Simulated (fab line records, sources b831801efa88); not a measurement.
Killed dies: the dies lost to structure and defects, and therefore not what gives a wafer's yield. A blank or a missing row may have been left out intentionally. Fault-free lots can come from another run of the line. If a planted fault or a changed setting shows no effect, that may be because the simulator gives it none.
Which tool was responsible?    flow gf180mcu    21 wafers from 7 lots sampled at 2 of the route's 602 steps

WHAT THE GAUGES SHOWED, per wafer
GF_MVSD_OVL_MEAS_07.
lot   measured     on          MVSD_OVL (nm)
L219  day 4 16:08  overlay-01  0.2 -0.6 -0.1
L222  day 5 10:52  overlay-02  -4.6 -3.0 -2.2
L225  day 6 04:14  overlay-01  0.8 0.0 -2.2
L227  day 6 14:25  overlay-01  -1.1 -0.3 -2.8
L237  day 9 05:09  overlay-01  -0.4 -1.0 -0.5
L241  day 9 22:58  overlay-01  -1.1 -3.4 -2.7

WHAT TOOL EACH LOT RAN ON (gives the tool, then ch and the chambers of the sampled wafers, and finally the start)
lot   GF_STI_DEVELOP_11
L219  litho-track-02 ch 0, day 2 07:56
L222  litho-track-03 ch 0, day 2 22:58
L225  litho-track-02 ch 0, day 3 13:58
L227  litho-track-04 ch 0, day 3 23:31
L232  litho-track-03, day 5 02:01
L237  litho-track-04 ch 0, day 6 07:08
L241  litho-track-04 ch 0, day 6 23:22
- GF_STI_DEVELOP_11: develop time 60 s.

THE ANSWER, worked out from the rows above alone
Rule: the usual values come from the lots themselves. The widest of any qualifying gaps counts: lots, ordered by their means at a reading, are off when they make up no more than a third of the lots, leave a main group of 4 or more, and stand apart from it by 3 or more times the standard deviation of that group's means. The tables above print the reading to a certain number of digits; a main group whose means all agree to those digits is not used. A lot without any number at a reading at which 4 lots or more have one is off too. Any other lot the step has rows for is counted as sound.
No lot is off at any reading shown: from this, nothing can be told.

WHAT WAS PUT IN BY THE SIMULATOR
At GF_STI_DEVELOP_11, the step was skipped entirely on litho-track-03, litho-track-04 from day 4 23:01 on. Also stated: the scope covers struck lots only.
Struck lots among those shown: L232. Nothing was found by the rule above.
